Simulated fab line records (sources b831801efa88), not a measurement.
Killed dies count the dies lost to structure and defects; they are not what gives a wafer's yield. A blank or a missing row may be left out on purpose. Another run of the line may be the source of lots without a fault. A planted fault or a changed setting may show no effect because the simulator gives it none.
Chamber matching | flow sky130 | 4 sister chambers for SKY_VIA4_CMP_02 on cmp-02
The step polishes SiO2. 8 wafers are shown with their chamber, then 10 later ones without.

## WAFERS WITH THEIR CHAMBER
wafer  | chamber | motor current A (A)
L077.2 | 0       | 10.4
L078.1 | 1       | 14.9
L078.3 | 2       | 11.0
L081.2 | 3       | 11.5
L081.3 | 2       | 10.3
L081.4 | 0       | 11.4
L081.1 | 1       | 14.0
L081.5 | 3       | 11.7

## WAFERS WITHOUT THEIR CHAMBER
wafer  | motor current A (A)
L081.6 | 10.6
L083.1 | 11.1
L083.3 | 10.3
L083.5 | 11.2
L088.1 | 11.0
L088.4 | 14.1
L088.6 | 11.2
L095.1 | 10.3
L095.3 | 11.0
L095.4 | 11.3

## WHICH CHAMBER EACH WENT THROUGH
wafer  | from the rows above          | in truth
L081.6 | can't be placed: 2 or 0 or 3 | 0
L083.1 | can't be placed: 0 or 2 or 3 | 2
L083.3 | can't be placed: 2 or 0 or 3 | 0
L083.5 | can't be placed: 0 or 3 or 2 | 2
L088.1 | can't be placed: 0 or 2 or 3 | 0
L088.4 | 1                            | 1
L088.6 | can't be placed: 0 or 3 or 2 | 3
L095.1 | can't be placed: 2 or 0 or 3 | 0
L095.3 | can't be placed: 0 or 2 or 3 | 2
L095.4 | can't be placed: 3 or 0 or 2 | 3
1 of 10 placed correctly. These rows do not allow placing 9 (true chamber among the candidates in 9). Placed wrongly: 0.
How it was worked out, from the rows above alone: a wafer's distance from a chamber is the root of the sum, over the readings, of the square of ((its reading less the chamber's mean) divided by the reading's scatter). The wafer belongs to the nearest chamber; if the next one is less than 2 further off, it can't be placed. Each chamber's mean is taken over the wafers shown for it. How the scatter is found: for the shown wafers, subtract from each reading the mean of its chamber, square and add these, divide the total by (wafers less chambers), then take the root.
